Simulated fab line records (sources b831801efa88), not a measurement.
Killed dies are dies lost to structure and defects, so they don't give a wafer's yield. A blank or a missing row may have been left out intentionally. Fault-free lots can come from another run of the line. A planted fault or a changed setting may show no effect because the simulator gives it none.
Which of the tools did it? -- flow sky130 -- Sampling: 15 lots, 45 wafers, 4 of 708 route steps

WHAT THE GAUGES READ, wafer by wafer
SKY_VT_ADJUST_PCH_OVL_MEAS_07.
lot,measured,on,VT_ADJUST_PCH_OVL (nm)
L381,day 10 07:10,overlay-02,-0.6 -0.4 -3.2
L382,day 10 11:13,overlay-01,0.7 -2.5 0.5
L383,day 10 21:52,overlay-01,0.9 0.2 2.9
L384,day 11 04:26,overlay-01,-0.9 0.5 1.4
L387,day 12 13:17,overlay-01,1.6 0.5 0.0
L388,day 12 16:46,overlay-01,1.8 -0.3 1.8
L390,day 13 05:50,overlay-02,1.7 1.6 2.5
L391,day 13 23:28,overlay-02,2.3 0.9 2.9
L392,day 14 00:52,overlay-01,1.7 1.7 2.2
L393,day 14 08:41,overlay-01,2.6 -0.6 1.7
L394,day 14 13:35,overlay-01,1.7 0.9 0.5
L395,day 14 22:34,overlay-02,1.1 1.3 0.8
L396,day 15 07:55,overlay-02,0.8 1.1 1.6
L397,day 15 12:53,overlay-02,0.8 1.0 0.8
L402,day 17 02:07,overlay-02,0.2 -0.7 2.1

SKY_SONOS_ONO_THK_MEAS_03.
lot,measured,on,SONOS_ONO_CVD_02_THK (nm)
L381,day 11 10:59,film metro-03,10.33 10.65 10.59
L382,day 11 17:38,film metro-04,10.36 10.29 10.55
L383,day 12 04:42,film metro-03,10.35 10.45 10.57
L384,day 12 10:07,film metro-01,10.18 10.20 10.19
L387,day 13 18:34,film metro-01,10.26 10.51 10.34
L388,day 14 00:47,film metro-01,10.61 10.70 10.63
L390,day 14 10:28,film metro-01,10.48 10.37 10.32
L391,day 15 06:03,film metro-04,10.54 10.57 10.56
L392,day 15 09:06,film metro-03,10.67 10.65 10.68
L393,day 15 15:36,film metro-03,10.63 10.64 10.67
L394,day 15 21:36,film metro-04,10.22 10.30 10.25
L395,day 16 06:11,film metro-01,10.50 10.43 10.39
L396,day 16 15:35,film metro-01,10.61 10.61 10.65
L397,day 16 20:17,film metro-04,10.90 10.86 10.83
L402,day 18 13:31,film metro-03,10.59 10.53 10.52

SKY_POLY_GATE_CD_MEAS_22.
lot,measured,on,cd nm (nm)
L381,day 16 10:06,cd sem-01,151.3 152.1 151.7
L382,day 16 13:28,cd sem-02,150.2 149.8 148.7
L383,day 17 03:08,cd sem-02,147.5 152.2 150.5
L384,day 17 11:21,cd sem-01,152.8 149.9 149.9
L387,day 19 01:44,cd sem-02,151.0 147.7 148.5
L388,day 19 07:20,cd sem-02,152.8 151.7 151.9
L390,day 19 19:30,cd sem-02,148.9 149.7 145.8
L391,day 20 14:28,cd sem-01,151.7 150.0 150.3
L392,day 20 20:01,cd sem-02,150.4 150.1 149.7
L393,day 21 03:31,cd sem-02,147.5 149.1 151.7
L394,day 21 09:18,cd sem-02,149.4 151.0 150.1
L402,day 24 03:49,cd sem-01,151.2 150.6 149.2

EACH LOT AND THE TOOL THAT RAN IT (in order: tool; ch and the chambers of the sampled wafers; start)
lot,SKY_GATE_OXIDE_OXIDATION_16
L381,"furnace-02 ch 0, day 13 18:51"
L382,"furnace-01 ch 0, day 13 23:37"
L383,"furnace-02 ch 0, day 14 12:14"
L384,"furnace-02 ch 0, day 14 18:57"
L387,"furnace-02 ch 0, day 16 04:48"
L388,"furnace-02 ch 0, day 16 13:21"
L390,"furnace-02 ch 0, day 16 23:07"
L391,"furnace-02 ch 0, day 17 17:25"
L392,"furnace-02 ch 0, day 17 21:55"
L393,"furnace-01 ch 0, day 18 06:32"
L394,"furnace-02 ch 0, day 18 11:45"
L395,"furnace-01, day 18 21:21"
L396,"furnace-01, day 19 08:11"
L397,"furnace-02, day 19 12:35"
L402,"furnace-02 ch 0, day 21 08:21"
- SKY_GATE_OXIDE_OXIDATION_16: stabilise 600 s, purge 300 s, target thk 3.57 nm.

AS READ BY THE TOOLS THEMSELVES (means over the sampled wafers that have a number; for cases with no such wafer, the mark the record gives instead)
SKY_GATE_OXIDE_OXIDATION_16.
lot,tool,ox temp c (C),ox temp c max,zone power lower pct (%),zone power top pct (%)
L381,furnace-02,799.8,803.2,14.8,26.4
L382,furnace-01,800.1,803.2,17.0,25.9
L383,furnace-02,800.0,803.5,15.0,26.4
L384,furnace-02,800.5,804.1,14.8,26.3
L387,furnace-02,800.1,804.0,14.8,26.5
L388,furnace-02,800.0,804.0,14.8,26.5
L390,furnace-02,800.0,803.7,14.8,26.6
L391,furnace-02,800.2,803.5,14.9,26.7
L392,furnace-02,799.9,803.5,14.8,26.3
L393,furnace-01,800.3,803.1,16.9,26.0
L394,furnace-02,799.8,803.4,14.9,26.5
L395,furnace-01,-,-,-,-
L396,furnace-01,-,-,-,-
L397,furnace-02,-,-,-,-
L402,furnace-02,800.5,804.0,15.0,26.5

THE ANSWER, worked out from the rows above alone
Rule: usual is defined by the lots themselves. Put in order of their means at a reading, lots are off if they are a third of the lots or fewer, leave a main group of 4 or more, and stand apart from it by a gap of 3 or more times the standard deviation of the main group's means; of several such gaps the widest counts. A main group whose means are all the same, to the digits that the tables above print for the reading, isn't used. A lot without any number at a reading at which 4 lots or more have one is off too. Where the step has rows for the other lots, those lots are counted as sound. First the gauges in route order, then the tools' own readings, where a lot's mean is used as printed above. The first step at which some lot is off is used, and at that step the reading that is off furthest; a lot without a number counts as furthest.
Off: L395, L396, L397, at SKY_GATE_OXIDE_OXIDATION_16 (ox temp c). Without a number there: L395, L396, L397. Main group: mean 800.1 C, sd 0.23.
If a tool, at that step or one of the process steps before it, ran each lot that is off and ran no sound lot following the first of them, it fits. Of those tried, none fits.

WHAT THE SIMULATOR PUT IN
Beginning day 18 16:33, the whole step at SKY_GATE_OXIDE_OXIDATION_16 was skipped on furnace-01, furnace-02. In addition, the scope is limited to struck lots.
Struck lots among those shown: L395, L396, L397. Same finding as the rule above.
